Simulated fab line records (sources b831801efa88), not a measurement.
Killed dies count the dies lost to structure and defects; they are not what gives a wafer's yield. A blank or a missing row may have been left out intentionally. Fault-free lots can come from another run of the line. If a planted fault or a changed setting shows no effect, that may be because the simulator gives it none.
The tool behind it: which one? / flow sky130 / 18 wafers from 6 lots sampled at 2 of the route's 708 steps

== WHAT EACH GAUGE READ, for each wafer ==
SKY_GATE_OXIDE_OVL_MEAS_10.
lot=L589; measured=day 13 22:14; on=overlay-02; GATE_OXIDE_OVL (nm)=1.6 -1.7 0.8
lot=L595; measured=day 16 10:23; on=overlay-02; GATE_OXIDE_OVL (nm)=0.4 0.0 -0.4
lot=L603; measured=day 19 09:38; on=overlay-02; GATE_OXIDE_OVL (nm)=-1.0 -2.5 -3.2
lot=L605; measured=day 19 20:08; on=overlay-02; GATE_OXIDE_OVL (nm)=1.8 -1.5 -0.7
lot=L608; measured=day 21 07:15; on=overlay-01; GATE_OXIDE_OVL (nm)=2.1 0.2 0.8
lot=L611; measured=day 22 00:58; on=overlay-01; GATE_OXIDE_OVL (nm)=-2.7 -1.0 0.1

== EACH LOT AND THE TOOL THAT RAN IT (in order: tool; ch and the chambers of the sampled wafers; start) ==
lot=L589; SKY_GATE_OXIDE_EXPOSE_07=iline stepper-01 ch 0, day 13 09:13
lot=L595; SKY_GATE_OXIDE_EXPOSE_07=iline stepper-01 ch 0, day 15 20:36
lot=L603; SKY_GATE_OXIDE_EXPOSE_07=iline stepper-01 ch 0, day 18 17:43
lot=L605; SKY_GATE_OXIDE_EXPOSE_07=iline stepper-02 ch 0, day 19 04:46
lot=L608; SKY_GATE_OXIDE_EXPOSE_07=iline stepper-02 ch 0, day 20 16:04
lot=L611; SKY_GATE_OXIDE_EXPOSE_07=iline stepper-01 ch 0, day 21 09:59
- SKY_GATE_OXIDE_EXPOSE_07: exposes mask LVOM, target cd 600 nm.

== THE ANSWER, worked out from the rows above alone ==
Rule: usual is defined by the lots themselves. Put in order of their means at a reading, lots are off if they are a third of the lots or fewer, leave a main group of 4 or more, and stand apart from it by a gap of 3 or more times the standard deviation of the main group's means; of several such gaps the widest counts. Not used: any main group whose means are identical at the precision the tables above print for the reading. Also off: a lot with no number at a reading for which 4 or more lots have one. All remaining lots with rows at the step are treated as sound.
No lot is off at any reading shown: from this, nothing can be told.

== WHAT THE SIMULATOR HAD INSERTED ==
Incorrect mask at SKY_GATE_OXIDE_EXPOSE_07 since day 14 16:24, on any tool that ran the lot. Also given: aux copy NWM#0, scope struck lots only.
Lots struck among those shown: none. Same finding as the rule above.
